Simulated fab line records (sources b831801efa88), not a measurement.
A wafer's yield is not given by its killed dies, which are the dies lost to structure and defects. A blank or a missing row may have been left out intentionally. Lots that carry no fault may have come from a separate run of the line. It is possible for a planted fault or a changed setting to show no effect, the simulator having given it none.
2 desks, one fault -- flow sky130 -- each desk has only its own numbers; what lay behind them comes last

DESK OF THE TOOL OWNER: implanter-01
For each lot that ran on this tool, the mean over its sampled wafers that have a number, from the tool's own readings at SKY_LDD_LDN_IMPLANT_11. A lot is out of limits, marked OUT, if its mean lies more than 4 standard deviations from the usual mean; the brackets give that distance.
Columns: A = beam-energy-keV at SKY_LDD_LDN_IMPLANT_11, usual 15.000; B = beam-on-s at SKY_LDD_LDN_IMPLANT_11, usual 10.02 s; C = dose-ions-cm2 at SKY_LDD_LDN_IMPLANT_11, usual 1.25e+13
lot,first seen here,A,B,C
L551,day 26 17:50,14.999,10.00,1.25e+13
L557,day 28 18:03,19.282 (+99 or more) OUT,10.16,1.25e+13
L558,day 28 23:49,19.279 (+99 or more) OUT,10.06,1.25e+13
This desk's finding: out of limits on L557, L558; first on L557, day 28 18:03 (beam-energy-keV at SKY_LDD_LDN_IMPLANT_11). Within limits: L551.

METROLOGY DESK
Means of the sampled wafers that have a number, per lot and without regard to the tool the lot ran on: this is what the gauges read. A lot is out of limits, marked OUT, if its mean lies more than 4 standard deviations from the usual mean; the brackets give that distance.
Columns: A = LDD_HVP_TW at SKY_LDD_HVP_TW_MEAS_10, usual 456; B = LDD_LDN_OVL at SKY_LDD_LDN_OVL_MEAS_07, usual 0.7 nm
lot,first seen here,A,B
L542,day 22 19:22,454,-1.7
L551,day 25 12:09,452,2.7
L557,day 27 13:37,460,0.2
L558,day 27 19:13,461,0.6
L561,day 28 18:06,458,1.5
L564,day 29 18:54,460,2.2
This desk's verdict: no lot among the 6 shows anything out of limits.

TAKEN TOGETHER
The tool owner's desk had the chance to raise an alarm at day 28 18:03 on L557, L558.
From the metrology desk's view, nothing was out of limits.
The metrology desk holds a record of L557, L558, inside its limits.
Of the lots named, all ran SKY_LDD_LDN_IMPLANT_11 on implanter-01.

WHAT THE SIMULATOR PUT IN
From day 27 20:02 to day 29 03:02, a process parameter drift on implanter-01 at SKY_LDD_LDN_IMPLANT_11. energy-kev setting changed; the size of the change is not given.
Lots struck among those shown: L557, L558.
Each desk's first reading out of limits, in hours after the fault started: the tool owner's desk, 22.
